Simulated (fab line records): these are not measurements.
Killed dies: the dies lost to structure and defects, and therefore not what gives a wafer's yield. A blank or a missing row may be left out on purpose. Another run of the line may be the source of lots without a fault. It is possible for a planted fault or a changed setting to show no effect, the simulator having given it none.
fab line records    flow sky130
record lots=15  wafers=45  last_day=50
route steps=708 shown VT_ADJUST_LVTN@103 METAL1@449
lots that met no fault: taken from a fault-free run of the same line
start_h: hours from the record's first day to the start of the lot's first wafer shown    wait_h: hours from the lot's prior step to this one    " as in the row above    L1.1+2: a row that stands for several wafers    - no value, or no start given    * or withheld: withheld    < > ~ a bound
route shown NAME@n: names a module that has steps shown in the file, with the first one's number in the route    usual: the fault-free wafers' mean and standard deviation    same: alike in all rows    chamber/n: place in a boat    sites: readings site by site    _std_site: the standard deviation of these    _edge_site: inner sites' mean taken away from outer sites' mean    radius_mm: for every site, how far away it sits from the centre of the wafer    mask NAME#n: copy n    behind: the last tool/chamber to shape the wafer    hold: what put the lot on hold/how long, in hours/how the hold closed    device: whichever transistor did not switch (one of n, p or np)    end of line: the same wafers' tests at the end of the route    a step with no rows: only its recipe    killed: dies that structure and defects cost at the first sort, which is not the same as the wafer's yield    map: the dies of a wafer, with x for killed, . for not killed, _ for no die there
set.NAME: the setting that was run; set.NAME@STEP: the one run at that earlier step    model.NAME: the simulator's own value behind a step, which no gauge read
route steps across a sampled set of lots; one table per step, one row per wafer
services: when a tool's chamber went out of use (start_h, in hours from the record's first day, below 0 if earlier), for how many hours, and the reason
## steps
# step SKY_VT_ADJUST_LVTN_DEVELOP_06
# recipe wall_angle_deg=90  developer=TMAH  develop_time_s=60  dev_temp_c=23
# usual chill_plate_temp_C=23.04/0.1  develop_time_s=60/0
lot.wafer  tool            chamber  start_h  wait_h  chill_plate_temp_C  develop_time_s
L670.2     litho_track-04  0        148      -       23.05               60
L670.3     "               0        "        "       23.21               60
L670.6     "               0        "        "       23.05               60
L673.2     litho_track-04  0        165      -       23.27               60
L673.5     "               0        "        "       23.32               60
L673.6     "               0        "        "       23.26               60
L678.3     litho_track-02  0        202      -       22.93               60
L678.4     "               0        "        "       23.01               60
L678.6     "               0        "        "       22.93               60
L680.1     litho_track-02  0        210      -       22.95               60
L680.3     "               0        "        "       23.08               60
L680.4     "               0        "        "       23.03               60
L679.2     litho_track-01  -        211      -       -                   -
L679.3     "               -        "        "       -                   -
L679.4     "               -        "        "       -                   -
L681.1     litho_track-04  -        218      -       -                   -
L681.4     "               -        "        "       -                   -
L681.6     "               -        "        "       -                   -
L682.2     litho_track-01  -        224      -       -                   -
L682.5     "               -        "        "       -                   -
L682.6     "               -        "        "       -                   -
L683.1     litho_track-04  0        230      -       23.07               60
L683.3     "               0        "        "       23.16               60
L683.5     "               0        "        "       23.12               60
L685.1     litho_track-04  0        245      -       22.98               60
L685.4     "               0        "        "       22.90               60
L685.6     "               0        "        "       23.08               60
L687.1     litho_track-01  0        253      -       22.83               60
L687.3     "               0        "        "       23.01               60
L687.5     "               0        "        "       23.10               60
L688.3     litho_track-01  0        267      -       23.10               60
L688.4     "               0        268      -       23.13               60
L688.6     "               0        "        "       23.11               60
L689.1     litho_track-01  0        283      -       23.03               60
L689.5     "               0        "        "       23.04               60
L689.6     "               0        "        "       23.05               60
L690.1     litho_track-02  0        294      -       23.24               60
L690.2     "               0        "        "       23.10               60
L690.4     "               0        "        "       23.11               60
L692.2     litho_track-02  0        297      -       23.01               60
L692.3     "               0        "        "       23.12               60
L692.6     "               0        298      -       22.94               60
L691.1     litho_track-01  0        298      -       23.10               60
L691.2     "               0        "        "       22.99               60
L691.3     "               0        "        "       22.99               60
# step SKY_METAL1_CD_MEAS_15
# recipe target_cd_nm=140
# usual cd_nm=140.4/1.4
lot.wafer  tool       chamber  start_h  wait_h  cd_nm
L670.2     cd_sem-02  -        767.65   -       138.6
L670.3     "          -        "        "       139.5
L670.6     "          -        "        "       139.6
L673.2     cd_sem-01  -        810.60   -       139.7
L673.5     "          -        "        "       142.0
L673.6     "          -        "        "       142.5
L678.3     cd_sem-01  -        832.23   -       141.6
L678.4     "          -        "        "       142.6
L678.6     "          -        "        "       141.2
L680.1     cd_sem-01  -        842.13   -       140.1
L680.3     "          -        "        "       139.4
L680.4     "          -        "        "       139.7
L679.2     cd_sem-02  -        844.65   -       140.8
L679.3     "          -        "        "       139.6
L679.4     "          -        "        "       139.4
L681.1     cd_sem-02  -        849.28   -       140.0
L681.4     "          -        "        "       139.7
L681.6     "          -        "        "       138.4
L682.2     cd_sem-01  -        858.41   -       141.6
L682.5     "          -        "        "       141.0
L682.6     "          -        "        "       142.8
L683.1     cd_sem-02  -        864.48   -       140.8
L683.3     "          -        "        "       141.8
L683.5     "          -        "        "       139.8
L685.1     cd_sem-01  -        895.29   -       138.5
L685.4     "          -        "        "       138.1
L685.6     "          -        "        "       138.7
L687.1     cd_sem-02  -        903.29   -       141.0
L687.3     "          -        "        "       141.3
L687.5     "          -        "        "       139.0
L688.3     cd_sem-01  -        905.67   -       138.9
L688.4     "          -        "        "       140.5
L688.6     "          -        "        "       140.8
L689.1     cd_sem-02  -        923.83   -       140.7
L689.5     "          -        "        "       140.5
L689.6     "          -        "        "       141.0
L690.1     cd_sem-01  -        934.04   -       141.2
L690.2     "          -        "        "       141.3
L690.4     "          -        "        "       141.5
L692.2     cd_sem-01  -        935.01   -       138.9
L692.3     "          -        "        "       140.3
L692.6     "          -        "        "       140.5
L691.1     cd_sem-01  -        939.03   -       141.2
L691.2     "          -        "        "       141.3
L691.3     "          -        "        "       140.1
# step SKY_METAL1_OVL_MEAS_16
# usual METAL1_OVL=-3/6.8
lot.wafer  tool        chamber  start_h  wait_h  METAL1_OVL[nm]
L670.2     overlay-01  -        767.75   0.1     -16
L670.3     "           -        "        "       -8
L670.6     "           -        "        "       -17
L673.2     overlay-01  -        810.71   0.1     -7
L673.5     "           -        "        "       -4
L673.6     "           -        "        "       -3
L678.3     overlay-02  -        832.32   0.1     -1
L678.4     "           -        "        "       4
L678.6     "           -        "        "       2
L680.1     overlay-01  -        842.25   0.1     3
L680.3     "           -        "        "       10
L680.4     "           -        "        "       4
L679.2     overlay-02  -        844.75   0.1     -5
L679.3     "           -        "        "       3
L679.4     "           -        "        "       -4
L681.1     overlay-01  -        849.40   0.1     -20
L681.4     "           -        "        "       -16
L681.6     "           -        "        "       -21
L682.2     overlay-02  -        858.51   0.1     -10
L682.5     "           -        "        "       1
L682.6     "           -        "        "       -8
L683.1     overlay-02  -        864.60   0.1     4
L683.3     "           -        "        "       3
L683.5     "           -        "        "       2
L685.1     overlay-01  -        895.41   0.1     -5
L685.4     "           -        "        "       -5
L685.6     "           -        "        "       2
L687.1     overlay-01  -        903.41   0.1     1
L687.3     "           -        "        "       -5
L687.5     "           -        "        "       -4
L688.3     overlay-01  -        905.76   0.1     1
L688.4     "           -        "        "       3
L688.6     "           -        "        "       4
L689.1     overlay-02  -        923.95   0.1     10
L689.5     "           -        "        "       6
L689.6     "           -        "        "       9
L690.1     overlay-02  -        934.16   0.1     -5
L690.2     "           -        "        "       -4
L690.4     "           -        "        "       -2
L692.2     overlay-01  -        935.11   0.1     -3
L692.3     "           -        "        "       -13
L692.6     "           -        "        "       -4
L691.1     overlay-01  -        939.15   0.1     -9
L691.2     "           -        "        "       -3
L691.3     "           -        "        "       -11
# step SKY_METAL1_METAL_ETCH_19
# recipe target_depth_a=3600  stop_on=SiO2  over_etch_frac=0.3  time_s=78  chemistry=Cl2/BCl3  resist_sidewall_deg=88  pressure_mtorr=10  icp_w=900  bias_w=48.5  Cl2_flow_sccm=60  bcl3_flow_sccm=30
# usual drypump_motor_current_A=5.5/0.31  oes_product_au=0.854/0.0055  throttle_valve_pct=22.265/0.0097
lot.wafer  tool          chamber  start_h  wait_h  drypump_motor_current_A  oes_product_au  rf_hours_counter_h  throttle_valve_pct
L670.2     rie_metal-02  1        767.88   0.0     5.2                      0.858           5                   22.277
L670.3     "             1        "        "       5.2                      0.863           -                   22.262
L670.6     "             1        "        "       5.2                      0.854           -                   22.266
L673.2     rie_metal-02  0        810.84   0.0     6.0                      0.860           9                   22.271
L673.5     "             0        "        "       6.0                      0.857           -                   22.274
L673.6     "             1        "        "       5.2                      0.862           -                   22.266
L678.3     rie_metal-03  1        832.47   0.1     5.3                      0.851           -                   22.260
L678.4     "             0        "        "       5.6                      0.855           -                   22.262
L678.6     "             1        "        "       5.3                      0.859           -                   22.255
L680.1     rie_metal-01  1        842.38   0.0     5.8                      0.859           9                   22.257
L680.3     "             1        "        "       5.8                      0.849           -                   22.273
L680.4     "             0        "        "       5.2                      0.850           -                   22.260
L679.2     rie_metal-01  0        844.88   0.0     5.2                      0.861           4                   22.258
L679.3     "             0        "        "       5.2                      0.850           -                   22.255
L679.4     "             1        "        "       5.8                      0.851           -                   22.263
L681.1     rie_metal-03  0        849.53   0.0     5.6                      0.858           15                  22.257
L681.4     "             1        "        "       5.3                      0.848           -                   22.266
L681.6     "             1        "        "       5.3                      0.852           -                   22.261
L682.2     rie_metal-03  0        858.64   0.0     5.5                      0.852           16                  22.262
L682.5     "             0        "        "       5.5                      0.851           -                   22.269
L682.6     "             1        "        "       5.3                      0.843           -                   22.275
L683.1     rie_metal-03  1        864.74   0.0     5.3                      0.852           10                  22.270
L683.3     "             0        "        "       5.6                      0.854           -                   22.266
L683.5     "             0        "        "       5.6                      0.859           -                   22.267
L685.1     rie_metal-01  0        895.54   0.0     5.2                      0.852           6                   22.276
L685.4     "             1        "        "       5.8                      0.861           -                   22.262
L685.6     "             0        "        "       5.2                      0.863           -                   22.267
L687.1     rie_metal-03  1        903.54   0.0     5.3                      0.862           11                  22.257
L687.3     "             0        "        "       5.6                      0.862           -                   22.262
L687.5     "             1        "        "       5.3                      0.865           -                   22.256
L688.3     rie_metal-03  1        905.91   0.1     5.3                      0.860           -                   22.261
L688.4     "             0        "        "       5.5                      0.847           -                   22.255
L688.6     "             1        "        "       5.3                      0.849           -                   22.262
L689.1     rie_metal-02  0        924.08   0.0     6.0                      0.856           14                  22.268
L689.5     "             0        "        "       6.0                      0.851           -                   22.277
L689.6     "             1        "        "       5.2                      0.861           -                   22.252
L690.1     rie_metal-03  1        934.29   0.0     5.3                      0.847           12                  22.241
L690.2     "             0        "        "       5.6                      0.864           18                  22.267
L690.4     "             0        "        "       5.6                      0.853           -                   22.266
L692.2     rie_metal-01  1        935.24   0.0     5.8                      0.849           13                  22.274
L692.3     "             1        "        "       5.8                      0.849           -                   22.260
L692.6     "             0        "        "       5.2                      0.850           -                   22.268
L691.1     rie_metal-03  1        939.37   0.1     5.3                      0.854           13                  22.285
L691.2     "             1        "        "       5.3                      0.852           -                   22.273
L691.3     "             1        "        "       5.3                      0.853           -                   22.262
## services
tool          chamber  start_h  hours  kind
rie_metal-03  -        144.68   2.8    pm
rie_metal-03  0        278.24   -      clean
rie_metal-03  0        278.24   16.5   scheduled_down
rie_metal-03  0        278.24   16.5   vent_cycle
rie_metal-02  1        380.36   9.2    repair
rie_metal-02  -        508.72   2.8    pm
rie_metal-02  0        512.44   26.2   repair
rie_metal-03  1        529.06   -      clean
rie_metal-03  1        529.06   15.4   scheduled_down
rie_metal-03  1        529.06   15.4   vent_cycle
rie_metal-01  1        548.77   -      clean
rie_metal-01  1        548.77   19.4   scheduled_down
rie_metal-03  -        551.57   1.4    pm
rie_metal-03  -        574.73   0.2    repair
rie_metal-03  1        584.08   1.4    repair
rie_metal-02  1        600.07   8.5    repair
rie_metal-01  0        745.87   1.9    repair
rie_metal-02  -        749.32   1.4    pm
rie_metal-02  0        777.84   17.2   repair
rie_metal-02  -        880.37   0.1    repair
rie_metal-03  -        911.09   14.6   pm
rie_metal-03  0        937.24   -      clean
rie_metal-03  0        937.24   23.4   scheduled_down
rie_metal-03  0        937.24   23.4   vent_cycle
## key
first_sign step=SKY_VT_ADJUST_LVTN_DEVELOP_06  reading=tool_record  direction=missing
effect none on later readings
met_at SKY_VT_ADJUST_LVTN_DEVELOP_06
struck_lots L679,L681,L682
sort_left_out L679.2,L679.3,L679.4,L681.1,L681.4,L681.6,L682.2,L682.5,L682.6
tester_left_out L679,L681,L682
not_acting_at SKY_METAL1_CD_MEAS_15,SKY_METAL1_OVL_MEAS_16,SKY_METAL1_METAL_ETCH_19
onset_between 165 211
fault kind=skipped_step_whole  tool=litho_track-01,litho_track-04  chamber=-  onset_h=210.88  steps=SKY_VT_ADJUST_LVTN_DEVELOP_06  scope=struck_lots_only
# tester_left_out: of these lots the tester's yield and bins aren't shown, on N5 and GAA mostly nor the transistor test; their killed dies are dies lost to structure and defects alone, not to doping, threshold or leakage, so they don't give the yield
# sort_left_out: the simulated sort isn't trusted on such a fault, so these wafers' sort isn't shown, and their yield isn't known
